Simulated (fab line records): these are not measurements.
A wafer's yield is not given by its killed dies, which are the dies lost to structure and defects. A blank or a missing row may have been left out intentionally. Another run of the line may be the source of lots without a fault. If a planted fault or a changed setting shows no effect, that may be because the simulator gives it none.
fab line records + flow sky130
record
- lots=4
- wafers=12
- last_day=49
route steps=708 shown CAPM@539 METAL3@555 VIA3@573 PAD_OPEN@708
lots that met no fault: taken from a fault-free run of the same line
start_h: the number of hours between the record's first day and the start of the first shown wafer of the lot + wait_h: how many hours have passed since the lot's step before this one + " as in the row above + L1.1+2: one row covering several wafers at once + - either no value or no given start + * or withheld: withheld + < > ~ a bound
route shown NAME@n: a module of which the file shows steps, and the number in the route of the first + usual: the fault-free wafers' mean and standard deviation + same: alike in all rows + chamber/n: place in a boat + sites: each site's reading + _std_site: how widely they spread, as a standard deviation + _edge_site: the outer-site mean with the inner-site mean subtracted + radius_mm: for every site, how far away it sits from the centre of the wafer + mask NAME#n: copy n + behind: the last tool/chamber to shape the wafer + hold: what put the lot on hold/how long, in hours/how the hold closed + device: names the non-switching transistor (n, p or np) + end of line: at the end of the route, the tests of the same wafers + a step without rows: its recipe alone + killed: at the first sort, the dies lost to defects and structure; wafer yield is something else + map: a wafer's dies, x killed, . not, _ none there
set.NAME: the setting that was run; set.NAME@STEP: the one run at that earlier step + model.NAME: the simulator's own value behind a step, which no gauge read
a table for each step, a row for each wafer; lots at some steps of the route
services: a tool's chamber out of use, with start hour (start_h, from the record's first day; less than 0 if before it), hours out, and reason
## steps
# step SKY_CAPM_SPUTTER_02
# recipe
- material=TiN
- target_thk_nm=200
- temp_c=300
- power_w=6500
- time_s=166.7
- chamber_pressure_pa=0.4
# step SKY_CAPM_DEHYDRATE_05
# recipe
- temp_c=200
- time_s=60
# step SKY_CAPM_HMDS_06
# recipe
- prime_time_s=60
- prime_temp_c=120
# step SKY_CAPM_COAT_07
# recipe
- resist=NOVOLAK
- spin_rpm=3000
- resist_thk_nm=1140
# step SKY_CAPM_SOFTBAKE_08
# recipe
- temp_c=90
- time_s=60
- resist=NOVOLAK
# step SKY_CAPM_EXPOSE_09
# recipe
- mask_id=CAPM
- na=0.6
- source_shape=conventional
- sigma_outer=0.6
- polarization=unpolarized
- target_cd_nm=1000
- dose_mj=159
# step SKY_CAPM_PEB_10
# recipe
- temp_c=withheld
- time_s=*
- resist=NOVOLAK
# step SKY_CAPM_DEVELOP_11
# recipe
- resist=NOVOLAK
- developer=TMAH
- develop_time_s=60
- dev_temp_c=23
# step SKY_CAPM_METAL_ETCH_13
# recipe
- target_depth_nm=220
- stop_on=SiO2
- chemistry=Cl2/BCl3
- target=TiN
- pressure_mtorr=10
- icp_w=900
- bias_w=49.79
- Cl2_flow_sccm=60
- bcl3_flow_sccm=30
- time_s=62.9
# usual
- bias_w=49.78/0.14
- drypump_motor_current_A=5.8/0.35
- oes_product_au=0.944/0.0073
- throttle_valve_pct=21.899/0.01
| lot.wafer | tool         | chamber | start_h | wait_h | bias_w | drypump_motor_current_A | oes_product_au | rf_hours_counter_h | throttle_valve_pct |
|-----------|--------------|---------|---------|--------|--------|-------------------------|----------------|--------------------|--------------------|
| L989.1    | rie_metal-02 | 1       | 886.30  | 0.0    | 50.07  | 6.0                     | 0.951          | 2                  | 21.899             |
| L989.2    | "            | 0       | "       | "      | 49.69  | 5.6                     | 0.954          | 8                  | 21.914             |
| L989.5    | "            | 0       | "       | "      | 49.72  | 5.6                     | 0.954          | -                  | 21.891             |
| L102.1    | rie_metal-01 | 0       | 983.34  | 0.0    | 49.75  | 5.4                     | 0.940          | 3                  | 21.914             |
| L102.3    | "            | 0       | "       | "      | 49.90  | 5.4                     | 0.947          | -                  | 21.902             |
| L102.5    | "            | 0       | "       | "      | 49.92  | 5.4                     | 0.944          | -                  | 21.908             |
| L104.3    | rie_metal-01 | 1       | 1004.64 | 0.0    | 49.63  | 5.3                     | 0.955          | -                  | 21.891             |
| L104.4    | "            | 0       | "       | "      | 49.84  | 5.4                     | 0.948          | -                  | 21.893             |
| L104.6    | "            | 1       | "       | "      | 49.61  | 5.3                     | 0.938          | -                  | 21.897             |
| L107.2    | rie_metal-01 | 1       | 1011.71 | 0.0    | 49.92  | 5.3                     | 0.942          | 17                 | 21.893             |
| L107.3    | "            | 1       | "       | "      | 49.95  | 5.3                     | 0.931          | -                  | 21.897             |
| L107.5    | "            | 0       | "       | "      | 49.68  | 5.5                     | 0.933          | -                  | 21.904             |
# step SKY_CAPM_STRIP_14
# recipe
- chemistry=O2/N2
- power_w=1400
- pressure_mtorr=1500
- platen_temp_c=withheld
- o2_flow_sccm=3000
- n2_flow_sccm=300
- overash_fraction=0.5
# step SKY_CAPM_STRIP_15
# recipe
- chemistry=post_etch_residue_remover
- time_s=1200
- temp_c=72.5
# step SKY_CAPM_CLEAN_16
# recipe
- chemistry=IPA
- time_s=180
- temp_c=25
# step SKY_CAPM_CLEAN_17
# recipe
- chemistry=O3/DIW
- dry=n2_spin
# step SKY_METAL3_DEHYDRATE_05
# recipe
- temp_c=200
- time_s=60
# step SKY_METAL3_HMDS_06
# recipe
- prime_time_s=60
- prime_temp_c=120
# step SKY_METAL3_COAT_07
# recipe
- resist=BARC
- temp_c=withheld
- time_s=withheld
- spin_rpm=3000
- resist_thk_nm=60
# step SKY_METAL3_COAT_08
# recipe
- resist=KrF-thick
- spin_rpm=3000
- resist_thk_nm=1140
# step SKY_METAL3_SOFTBAKE_09
# recipe
- temp_c=100
- time_s=90
- resist=KrF-thick
# step SKY_METAL3_EXPOSE_10
# recipe
- mask_id=MM3
- na=0.68
- source_shape=annular
- sigma_inner=0.4
- sigma_outer=0.8
- target_cd_nm=300
- dose_mj=28
# step SKY_METAL3_PEB_11
# recipe
- peb_temp_c=withheld
- peb_time_s=withheld
- resist=KrF-thick
# step SKY_METAL3_DEVELOP_12
# recipe
- develop_time_s=60
- resist=KrF-thick
- dev_temp_c=21
# step SKY_METAL3_DESCUM_15
# recipe
- chemistry=O2
- source_power_w=150
- bias_power_w=0
- pressure_mtorr=10
- temp_c=40
- time_s=8
# step SKY_METAL3_ETCH_16
# recipe
- chemistry=N2/H2
- target=BARC
- ion_energy_ev=200
- bias_w=100
- pressure_mtorr=30
- n2_flow_sccm=100
- h2_flow_sccm=200
- icp_w=500
- stop_on=SiO2
- time_s=88.2
- target_depth_a=600
# step SKY_METAL3_ETCH_17
# recipe
- target=SiO2
- stop_on=TiN
- chemistry=C4F8/O2/Ar
- source_w=1500
- bias_w=1200
- pressure_mtorr=40
- c4f8_flow_sccm=withheld
- O2_flow_sccm=6
- Ar_flow_sccm=300
- time_s=3.9
- target_depth_a=150
# step SKY_METAL3_METAL_ETCH_18
# recipe
- target_depth_a=8450
- stop_on=SiO2
- over_etch_frac=0.3
- time_s=183.1
- chemistry=Cl2/BCl3
- resist_sidewall_deg=88
- pressure_mtorr=10.48
- icp_w=900
- bias_w=48.5
- Cl2_flow_sccm=60
- bcl3_flow_sccm=30
# step SKY_METAL3_STRIP_19
# recipe
- chemistry=O2/N2
- power_w=1400
- pressure_mtorr=1500
- platen_temp_c=withheld
- o2_flow_sccm=3000
- n2_flow_sccm=300
- overash_fraction=0.5
# step SKY_METAL3_STRIP_20
# recipe
- chemistry=post_etch_residue_remover
- time_s=1200
- temp_c=72.5
# step SKY_METAL3_CLEAN_21
# recipe
- chemistry=IPA
- time_s=180
- temp_c=25
# step SKY_METAL3_CLEAN_22
# recipe
- chemistry=O3/DIW
- dry=n2_spin
# step SKY_VIA3_HDPCVD_00
# recipe
- material=SiO2
- target_thk_nm=1635
- sigma_open_frac=0.3
- time_s=272.5
- temp_c=400
- sih4_flow_sccm=60
- pressure_mtorr=6
# step SKY_VIA3_CMP_02
# recipe
- material=SiO2
- down_force_psi=4
- platen_rpm=60
- pad_velocity_m_s=0.94248
# step SKY_VIA3_DEHYDRATE_04
# recipe
- temp_c=200
- time_s=60
# step SKY_VIA3_HMDS_05
# recipe
- prime_time_s=60
- prime_temp_c=120
# step SKY_VIA3_COAT_06
# recipe
- resist=BARC
- temp_c=withheld
- time_s=withheld
- spin_rpm=3000
- resist_thk_nm=60
# step SKY_PAD_OPEN_PROBE_99
# usual
- defect_limited_yield=82.5/1.8
- killed_at_M0_to_M3=43/5.9
- killed_at_M4_up=3.3/1.9
- killed_at_contacts=24/5.6
- killed_at_front_end=15/4.1
- killed_at_other=0.4/0.66
- killed_dies=86/9
- killed_open=47/6.9
- killed_short=39/6.2
- sort_bin_3_pad_short=0.9/0.45
- sort_bin_5_function=10.3/1.4
- sort_bin_6_memory=6.3/1.2
- sort_n_pass=406/9
- sort_yield_pct=82.5/1.8
# same
- gross_dies=492
- killed_at_back_side=0
- sort_bin_4_leakage[%]=0
- sort_bin_8_speed[%]=0
| lot.wafer | tool      | chamber | start_h | wait_h | hold                     | defect_limited_yield[%] | killed_at_M0_to_M3 | killed_at_M4_up | killed_at_contacts | killed_at_front_end | killed_at_other | killed_dies | killed_open | killed_short | sort_bin_3_pad_short[%] | sort_bin_5_function[%] | sort_bin_6_memory[%] | sort_n_pass | sort_yield_pct[%] | model.etest.tester.sort_n_pass | model.etest.tester.sort_yield_pct | model.etest.tester.sort_bin_5_pct | model.etest.tester.sort_bin_3_pct |
|-----------|-----------|---------|---------|--------|--------------------------|-------------------------|--------------------|-----------------|--------------------|---------------------|-----------------|-------------|-------------|--------------|-------------------------|------------------------|----------------------|-------------|-------------------|--------------------------------|-----------------------------------|-----------------------------------|-----------------------------------|
| L989.1    | prober-01 | -       | 1087.00 | 0.1    | -                        | 82.7                    | 37                 | 3               | 26                 | 18                  | 1               | 85          | 49          | 35           | 0.8                     | 9.6                    | 6.9                  | 407         | 82.7              | 407                            | 82.72                             | 9.553                             | 0.813                             |
| L989.2    | prober-01 | -       | 1087.05 | 0.1    | -                        | 79.9                    | 48                 | 3               | 26                 | 19                  | 3               | 99          | 45          | 51           | 1.4                     | 11.2                   | 7.5                  | 393         | 79.9              | 393                            | 79.88                             | 11.18                             | 1.423                             |
| L989.5    | prober-01 | -       | 1087.20 | 0.2    | -                        | 82.5                    | 43                 | 3               | 21                 | 18                  | 1               | 86          | 40          | 42           | 1.6                     | 8.7                    | 7.1                  | 406         | 82.5              | 406                            | 82.52                             | 8.74                              | 1.626                             |
| L102.1    | prober-02 | -       | 1160.45 | 0.1    | -                        | 84.1                    | 37                 | 1               | 25                 | 15                  | 0               | 78          | 40          | 38           | 0.6                     | 10.2                   | 5.1                  | 414         | 84.1              | 414                            | 84.15                             | 10.16                             | 0.6098                            |
| L102.3    | prober-02 | -       | 1160.55 | 0.2    | -                        | 83.3                    | 37                 | 6               | 21                 | 17                  | 1               | 82          | 38          | 44           | 0.2                     | 10.2                   | 6.3                  | 410         | 83.3              | 410                            | 83.33                             | 10.16                             | 0.2033                            |
| L102.5    | prober-02 | -       | 1160.65 | 0.2    | -                        | 80.1                    | 43                 | 5               | 27                 | 23                  | 0               | 98          | 60          | 38           | 1.0                     | 11.0                   | 7.9                  | 394         | 80.1              | 394                            | 80.08                             | 10.98                             | 1.016                             |
| L104.3    | prober-02 | -       | 1176.78 | 0.2    | await_dispo/2.1h/release | 80.9                    | 51                 | 2               | 26                 | 14                  | 1               | 94          | 42          | 50           | 1.8                     | 8.9                    | 8.3                  | 398         | 80.9              | 398                            | 80.89                             | 8.943                             | 1.829                             |
| L104.4    | prober-02 | -       | 1176.83 | 0.2    | await_dispo/2.1h/release | 76.4                    | 28                 | 2               | 27                 | 12                  | 47              | 116         | 36          | 32           | 1.6                     | 15.2                   | 6.7                  | 376         | 76.4              | 376                            | 76.42                             | 15.24                             | 1.626                             |
| L104.6    | prober-02 | -       | 1176.93 | 0.2    | await_dispo/2.1h/release | 84.6                    | 38                 | 5               | 22                 | 10                  | 1               | 76          | 39          | 35           | 0.8                     | 8.3                    | 6.3                  | 416         | 84.6              | 416                            | 84.55                             | 8.333                             | 0.813                             |
| L107.2    | prober-01 | -       | 1183.62 | 0.1    | await_dispo/5.9h/release | 82.7                    | 34                 | 3               | 29                 | 19                  | 0               | 85          | 50          | 35           | 1.0                     | 11.0                   | 5.3                  | 407         | 82.7              | 407                            | 82.72                             | 10.98                             | 1.016                             |
| L107.3    | prober-01 | -       | 1183.67 | 0.2    | await_dispo/5.9h/release | 82.1                    | 49                 | 3               | 26                 | 10                  | 0               | 88          | 42          | 46           | 0                       | 13.0                   | 4.9                  | 404         | 82.1              | 404                            | 82.11                             | 13.01                             | 0                                 |
| L107.5    | prober-01 | -       | 1183.77 | 0.2    | await_dispo/5.9h/release | 74.2                    | 45                 | 5               | 25                 | 9                   | 43              | 127         | 41          | 43           | 1.8                     | 16.5                   | 7.5                  | 365         | 74.2              | 365                            | 74.19                             | 16.46                             | 1.829                             |
# killed by level:class
L989.1 CONTACT:geometric_particle:open=10 VIA1:geometric_particle:open=7 FIELD_ISO:geometric_particle:open=6 LI_CONTACT:geometric_particle:open=6 METAL2:geometric_particle:short=5 VIA2:geometric_particle:open=5 LOCAL_INTERCONNECT:geometric_particle:short=4 VIA2:geometric_particle:short=4
L989.2 CONTACT:geometric_particle:open=15 METAL2:geometric_particle:short=11 FIELD_ISO:geometric_particle:short=9 VIA1:geometric_particle:open=7 VIA2:geometric_particle:open=7 VIA3:geometric_particle:open=6 CONTACT:geometric_particle:short=5 METAL3:geometric_particle:short=5
L989.5 CONTACT:geometric_particle:open=9 METAL2:geometric_particle:short=9 VIA1:geometric_particle:short=6 VIA2:geometric_particle:open=6 CONTACT:geometric_particle:short=5 VIA1:geometric_particle:open=5 FIELD_ISO:geometric_particle:open=4 FIELD_ISO:geometric_particle:short=4
L102.1 CONTACT:geometric_particle:open=11 METAL1:geometric_particle:short=8 FIELD_ISO:geometric_particle:open=6 METAL2:geometric_particle:short=5 VIA3:geometric_particle:open=5 LI_CONTACT:geometric_particle:open=4 LOCAL_INTERCONNECT:geometric_particle:short=4 CONTACT:geometric_particle:short=4
L102.3 VIA2:geometric_particle:open=8 LI_CONTACT:geometric_particle:open=7 CONTACT:geometric_particle:open=7 CONTACT:geometric_particle:short=6 VIA1:geometric_particle:short=6 METAL1:geometric_particle:short=6 METAL2:geometric_particle:short=6 FIELD_ISO:geometric_particle:short=5
L102.5 CONTACT:geometric_particle:open=17 VIA3:geometric_particle:open=11 METAL2:geometric_particle:short=10 POLY_GATE:geometric_particle:short=6 VIA1:geometric_particle:open=6 FIELD_ISO:geometric_particle:open=5 LI_CONTACT:geometric_particle:open=4 CONTACT:geometric_particle:short=4
L104.3 CONTACT:geometric_particle:open=11 VIA1:geometric_particle:open=10 METAL1:geometric_particle:short=7 VIA2:geometric_particle:short=5 METAL2:geometric_particle:short=5 VIA3:geometric_particle:open=5 FIELD_ISO:geometric_particle:short=4 LI_CONTACT:geometric_particle:short=4
L104.4 CAPM:unspecified=47 CONTACT:geometric_particle:open=7 LI_CONTACT:geometric_particle:open=6 METAL2:geometric_particle:short=6 LOCAL_INTERCONNECT:geometric_particle:short=5 CONTACT:geometric_particle:short=5 FIELD_ISO:geometric_particle:short=4 VIA1:geometric_particle:open=4
L104.6 CONTACT:geometric_particle:open=7 LI_CONTACT:geometric_particle:open=7 VIA3:geometric_particle:open=7 VIA3:geometric_particle:short=7 VIA1:geometric_particle:open=6 VIA2:geometric_particle:open=6 CONTACT:geometric_particle:short=5 METAL4:geometric_particle:short=4
L107.2 VIA1:geometric_particle:open=15 LI_CONTACT:geometric_particle:open=12 FIELD_ISO:geometric_particle:short=8 CONTACT:geometric_particle:open=7 LI_CONTACT:geometric_particle:short=5 VIA2:geometric_particle:open=4 LOCAL_INTERCONNECT:geometric_particle:short=4 VIA1:geometric_particle:short=4
L107.3 METAL2:geometric_particle:short=10 CONTACT:geometric_particle:open=8 VIA1:geometric_particle:open=8 VIA3:geometric_particle:open=7 LI_CONTACT:geometric_particle:open=7 LI_CONTACT:geometric_particle:short=6 METAL1:geometric_particle:short=6 VIA1:geometric_particle:short=5
L107.5 CAPM:unspecified=43 VIA1:geometric_particle:open=11 LI_CONTACT:geometric_particle:open=6 CONTACT:geometric_particle:open=6 METAL1:geometric_particle:short=6 VIA2:geometric_particle:open=6 METAL3:geometric_particle:short=6 LOCAL_INTERCONNECT:geometric_particle:short=5
# map L104.4 (x killed, . not)
__________..x.x.x.xx_________
________....xxxxx.xxx._______
______.......xxxxxxxx..._____
_____.xx...x.xxxxxxxx....____
____..x.x...xxxxxxxxx....x___
___...x....x.xxxxxxx.......__
__..x..........xxxxx.x......_
_............x..x.xxxx..x....
_............x..x.....x..x...
_........x...x.....x....xx...
_.........x..xx.......x......
_.....................x.....x
_.x..x..x................x...
_...........x.xx.............
_............x.x...x.........
__x...x.............x.x..x.._
___....x....x..........x...__
____...x.x....x...x.......___
_____........x..........x____
______.....xxx.........x_____
________..xx.......x.._______
__________..xx.x...._________
# map L107.5 (x killed, . not)
__________.........x_________
________x...xxxx.xx..x_______
______..x....xxxxxxxx..._____
_____.........xxxxxxx....____
____x.xx.x.x.xxxxxxxx.x.x.___
___......xx...xxxxxx.......__
__xxx......x..xxxxxxx..x...._
_x....x......x..xx.x.x..x..x.
_x.....x.xx...xx....xx....x.x
_..x...x..x...x.........xx...
_.xx.......xx............x...
_......x.......x...........x.
_......x.x.x.................
_..x...............xx....xx..
_....x...................x..x
__x.xx..........x...x......x_
___x..x....................__
____.x.........x.xxx....x.___
_____....xx.........x....____
______.........x.....x.x_____
________x............x_______
__________.x........_________
## services
| tool         | chamber | start_h | hours | kind           |
|--------------|---------|---------|-------|----------------|
| rie_metal-02 | -       | 899.17  | 2.8   | pm             |
| rie_metal-01 | 0       | 905.86  | 4.1   | repair         |
| rie_metal-01 | -       | 908.66  | 3.4   | repair         |
| rie_metal-01 | 0       | 913.69  | -     | clean          |
| rie_metal-01 | 0       | 913.69  | 17.4  | scheduled_down |
| rie_metal-01 | 0       | 913.69  | 17.4  | vent_cycle     |
| rie_metal-01 | -       | 952.88  | 0.2   | repair         |
## key
first_sign
- step=SKY_PAD_OPEN_PROBE_99
- reading=killed_at_other
- direction=up
- sigmas=45
- usual=0.4
- struck=45
effect
- step=SKY_PAD_OPEN_PROBE_99
- reading=sort_bin_5_function
- direction=up
- sigmas=4
- usual=10.3
- struck=15.9
model_effect
- step=SKY_PAD_OPEN_PROBE_99
- value=etest.tester.sort_n_pass
- without=409
- struck=370.5
met_at SKY_CAPM_METAL_ETCH_13
struck_wafers L104.4,L107.5
onset_between 983.34 1004.64
fault
- kind=chamber_particle_source
- tool=rie_metal-01
- chamber=0
- onset_h=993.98
- steps=SKY_CAPM_METAL_ETCH_13
- rate_per_visit_cm2=0.52548
- end_h=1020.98
